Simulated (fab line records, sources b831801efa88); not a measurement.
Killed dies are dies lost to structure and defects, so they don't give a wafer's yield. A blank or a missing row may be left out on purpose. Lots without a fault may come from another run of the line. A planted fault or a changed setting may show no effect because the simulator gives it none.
One fault seen from 2 desks | flow gf180mcu | each desk has only its own numbers; what lay behind them comes last

THE TOOL OWNER'S DESK: iline_stepper-02
The tool's own readings at GF_VT_IMPLANT_EXPOSE_04 (exposes mask LVPWELL LV AREA, target cd 600 nm): means of the sampled wafers that have a number, for each lot that ran on this tool. A lot is out of limits, marked OUT, if its mean lies more than 4 standard deviations from the usual mean; the brackets give that distance.
Columns: A = exposure_dose_mJ_cm2 at GF_VT_IMPLANT_EXPOSE_04, usual 140.01; B = focus_offset_nm at GF_VT_IMPLANT_EXPOSE_04, usual -0.1 nm
lot  | first seen here | A      | B
L857 | day 6 08:06     | 140.18 | -0.5
L864 | day 8 04:32     | 139.90 | -0.1
L865 | day 8 08:12     | 140.10 | -0.5
L866 | day 9 05:48     | 139.99 | 0.2
L868 | day 9 12:41     | 139.92 | -0.1
L871 | day 9 23:18     | 140.13 | 0.2
L872 | day 10 13:15    | 140.18 | -0.1
This desk's finding: nothing out of limits on any of the 7 lots.

THE METROLOGY DESK
What the gauges read, lot by lot, whatever tool the lot ran on: means of the sampled wafers that have a number. A lot is out of limits, marked OUT, if its mean lies more than 4 standard deviations from the usual mean; the brackets give that distance.
Columns: A = MVPSD_TW at GF_MVPSD_TW_MEAS_11, usual 554
lot  | first seen here | A
L853 | day 5 07:24     | 564
L854 | day 5 10:53     | 559
L855 | day 5 14:31     | 546
L857 | day 6 01:19     | 550
L861 | day 6 23:33     | 550
L864 | day 7 19:44     | 548
L865 | day 8 00:01     | 552
L866 | day 8 21:45     | 561
L867 | day 9 03:04     | 557
L868 | day 9 03:47     | 549
L870 | day 9 07:40     | 559
L871 | day 9 14:42     | 556
L872 | day 10 03:59    | 554
L874 | day 10 20:57    | 548
This desk's finding: nothing out of limits on any of the 14 lots.

PUT TOGETHER
The tool owner's desk saw nothing out of limits.
The metrology desk saw nothing out of limits.

WHAT THE SIMULATOR HAD PUT IN
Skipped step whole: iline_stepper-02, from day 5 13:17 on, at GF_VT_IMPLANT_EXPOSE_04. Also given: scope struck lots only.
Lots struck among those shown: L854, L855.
